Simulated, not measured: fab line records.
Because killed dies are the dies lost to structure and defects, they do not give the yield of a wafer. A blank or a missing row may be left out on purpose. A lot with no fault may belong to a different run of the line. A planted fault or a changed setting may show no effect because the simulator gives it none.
Struck lot and sound lot, side by side    flow sfq-line    41 out of 325 route steps
Sound: wafers L693.1, L693.2, L693.3. Struck: wafers L697.1, L697.4, L697.6. The cause comes at the end.
Order at every step that has rows: each side's tool, ch and its chambers, its first start. Under that, the readings that differ: sound wafers    struck wafers    difference of the means    sigmas: that difference in standard deviations of wafers without a fault.
alike: readings whose means differ by less than 2 such deviations, and words and numbers that are the same on both sides. not compared: withheld readings, readings that some wafer has no value for, bounds like >300 that may hide the same value, and numbers for which the record gives no deviation and whose values overlap.
A row with sigmas, a row that says differs or no value, or rows on one side alone: a step with any of these is where the two part. When numbers do not overlap yet have no deviation, they are printed without sigmas and do not part them. A reading that every wafer of one side lacks parts them only if that side has two wafers or more.

first, 6 steps without rows for these wafers: SFQ_TRILAYER_M7_LITHO_COAT_182 (resist thk 62 nm); SFQ_TRILAYER_M7_LITHO_COAT_177 (resist thk 600 nm); SFQ_TRILAYER_M7_LITHO_SOFTBAKE_181; SFQ_TRILAYER_M7_LITHO_EXPOSE_178 (exposes mask M7, target cd 500 nm); SFQ_TRILAYER_M7_LITHO_PEB_180 (peb time 60 s); SFQ_TRILAYER_M7_LITHO_DEVELOP_179 (time 60 s).
SFQ_M7_OVL_MEAS_945:
  sound on overlay-01 at day 76 14:58; struck on overlay-01 at day 78 00:42
  alike: M7_OVL
then, 1 step without rows for these wafers: SFQ_TRILAYER_M7_BARC_OPEN_METAL_ETCH_229 (etches BARC in O2, target depth 125 nm, time 41.7 s).
SFQ_TRILAYER_M7_ETCH_METAL_ETCH_180: etches Nb in Cl2/Ar, stops on SiO2, target depth 240 nm, time 120 s.
  sound on rie-metal-01 ch 0,1, day 76 15:04; struck on rie-metal-04 ch 0,1, day 78 00:48
  alike: drypump-motor-current-A, oes-product-au
  not compared: rf-hours-counter-h
SFQ_TRILAYER_M7_STRIP_STRIP_181: strips in O2.
  sound on rie-metal-01 ch 0,1, day 76 15:12; struck on rie-metal-04 ch 0,1, day 78 00:55
  alike: drypump-motor-current-A, oes-product-au
  not compared: rf-hours-counter-h
then, 1 step without rows for these wafers: SFQ_TRILAYER_M7_STRIP_SOLV_CLEAN_182 (cleans in NMP, time 600 s).
SFQ_TRILAYER_I7_DEP_PECVD_183: deposits SiO2 from SiH4/N2O, time 111.11 s, target thk 500 nm.
  sound on pecvd-04 ch 0,1,2, day 76 15:58; struck on pecvd-04 ch 0,1,2, day 78 01:44
  alike: heater-power-w, throttle-valve-pct
SFQ_TRILAYER_I7_CMP_CMP_184: polishes SiO2.
  sound on cmp-01 ch 0,2,3, day 76 17:16; struck on cmp-01 ch 0,2,3, day 78 03:08
  no value came back on the struck wafers for edge-zone-pressure-frac, head-pressure-psi (psi), motor-current-A (A), time-to-endpoint-s (s); on the sound wafers edge-zone-pressure-frac reads 0.999 1.001 1.002
reading                                              sound            struck             difference  sigmas
model.SiO2_of_TRILAYER_I7_DEP_PECVD_183.thk-nm (nm)  200.3 200.6 200  489.3 503.5 496.8  +296.2      
SFQ_I7_BOW_MEAS_946:
  sound on film-metro-02 at day 76 20:16; struck on film-metro-04 at day 78 06:08
  alike: I7_BOW
SFQ_TRILAYER_I7_METRO_MEASURE_185:
  sound on film-metro-02 at day 76 20:23; struck on film-metro-04 at day 78 06:15
reading      sound              struck             difference  sigmas
thk-nm (nm)  200.2 200.7 200.0  489.4 503.6 496.5  +296.2      +99 or more
then, 6 steps without rows for these wafers: SFQ_TRILAYER_I7_VIA_LITHO_COAT_192 (resist thk 62 nm); SFQ_TRILAYER_I7_VIA_LITHO_COAT_187 (resist thk 650 nm); SFQ_TRILAYER_I7_VIA_LITHO_SOFTBAKE_191; SFQ_TRILAYER_I7_VIA_LITHO_EXPOSE_188 (exposes mask I7, target cd 1000 nm); SFQ_TRILAYER_I7_VIA_LITHO_PEB_190 (peb time 60 s); SFQ_TRILAYER_I7_VIA_LITHO_DEVELOP_189 (time 60 s).
SFQ_I7_OVL_MEAS_947:
  sound on overlay-02 at day 76 23:58; struck on overlay-01 at day 78 10:09
  alike: I7_OVL
SFQ_TRILAYER_I7_VIA_BARC_OPEN_VIA_ETCH_260: etches BARC in O2, target depth 125 nm, time 41.7 s.
  sound on rie-diel-03 ch 1,2,3, day 77 00:00; struck on rie-diel-04 ch 1,3, day 78 10:11
  alike: drypump-motor-current-A, oes-product-au
  not compared: rf-hours-counter-h
SFQ_TRILAYER_I7_VIA_ETCH_VIA_ETCH_190: etches SiO2 in CHF3, stops on Nb, target depth 260 nm.
  sound on rie-diel-03 ch 1,2,3, day 77 00:02; struck on rie-diel-04 ch 1,3, day 78 10:13
reading                         sound              struck             difference  sigmas
oes-product-au (a.u.)           0.856 0.855 0.860  1.619 1.587 1.590  +0.742      +99 or more
model.I7.feature-depth-nm (nm)  200.3 200.6 200    259.4 252.8 254.4  +55.2       
model.etch.depth-nm (nm)        200.3 200.6 200    259.4 252.8 254.4  +55.2       
  alike: drypump-motor-current-A
SFQ_TRILAYER_I7_VIA_STRIP_STRIP_191: strips in O2.
  sound on rie-metal-02 ch 0,1, day 77 00:09; struck on rie-metal-01 ch 0,1, day 78 10:20
  alike: drypump-motor-current-A, oes-product-au
  not compared: rf-hours-counter-h
then, 8 steps without rows for these wafers: SFQ_TRILAYER_I7_VIA_STRIP_SOLV_CLEAN_192 (cleans in NMP, time 600 s); SFQ_TRILAYER_M8_LITHO_LOR_COAT_197; SFQ_TRILAYER_M8_LITHO_LOR_BAKE_198; SFQ_TRILAYER_M8_LITHO_COAT_193 (resist thk 600 nm); SFQ_TRILAYER_M8_LITHO_SOFTBAKE_199; SFQ_TRILAYER_M8_LITHO_EXPOSE_194 (exposes mask M8, target cd 2000 nm); SFQ_TRILAYER_M8_LITHO_PEB_196 (peb time 60 s); SFQ_TRILAYER_M8_LITHO_DEVELOP_195 (img clear 15 s, time 55 s).
-- the record jumps here: 3 days lie between the struck wafers' starts before and after --
SFQ_M8_OVL_MEAS_948:
  sound on overlay-01 at day 80 12:19; struck on overlay-01 at day 81 16:34
reading      sound     struck  difference  sigmas
M8_OVL (nm)  -3 -3 -5  10 6 7  +11         +2
then, 3 steps without rows for these wafers: SFQ_TRILAYER_M8_DEP_EVAP_197 (material Ti, target thk 20 nm, time 100 s); SFQ_TRILAYER_M8_DEP_EVAP_198 (material Pt, target thk 50 nm, time 250 s); SFQ_TRILAYER_M8_DEP_EVAP_196 (material Au, target thk 180 nm, time 900 s).
SFQ_M8_RS_MEAS_949: uses a four-point probe to measure.
  sound on film-metro-04 at day 80 13:05; struck on film-metro-03 at day 81 17:20
  alike: M8_AU_RS
SFQ_M8_THK_MEAS_950: measures by xrf.
  sound on film-metro-04 at day 80 13:13; struck on film-metro-03 at day 81 17:28
  alike: M8_AU_THK
then, 1 step without rows for these wafers: SFQ_TRILAYER_M8_LIFTOFF_LIFTOFF_197 (chemistry NMP, time 600 s).
SFQ_M8_BOW_MEAS_951:
  sound on film-metro-02 at day 80 13:27; struck on film-metro-04 at day 81 17:42
reading                  sound             struck             difference  sigmas
model.etest.i7.link-ohm  1.05 1.052 1.054  1e+06 1e+06 1e+06  +1e+06      
  alike: M8_BOW

WHERE THEY PART
At SFQ_TRILAYER_I7_CMP_CMP_184 first; at SFQ_M8_OVL_MEAS_948 last (within this record only). Later steps at which nothing parts them and some readings are alike: SFQ_M8_RS_MEAS_949, SFQ_M8_THK_MEAS_950, SFQ_M8_BOW_MEAS_951.

WHY: whatever the simulator had introduced
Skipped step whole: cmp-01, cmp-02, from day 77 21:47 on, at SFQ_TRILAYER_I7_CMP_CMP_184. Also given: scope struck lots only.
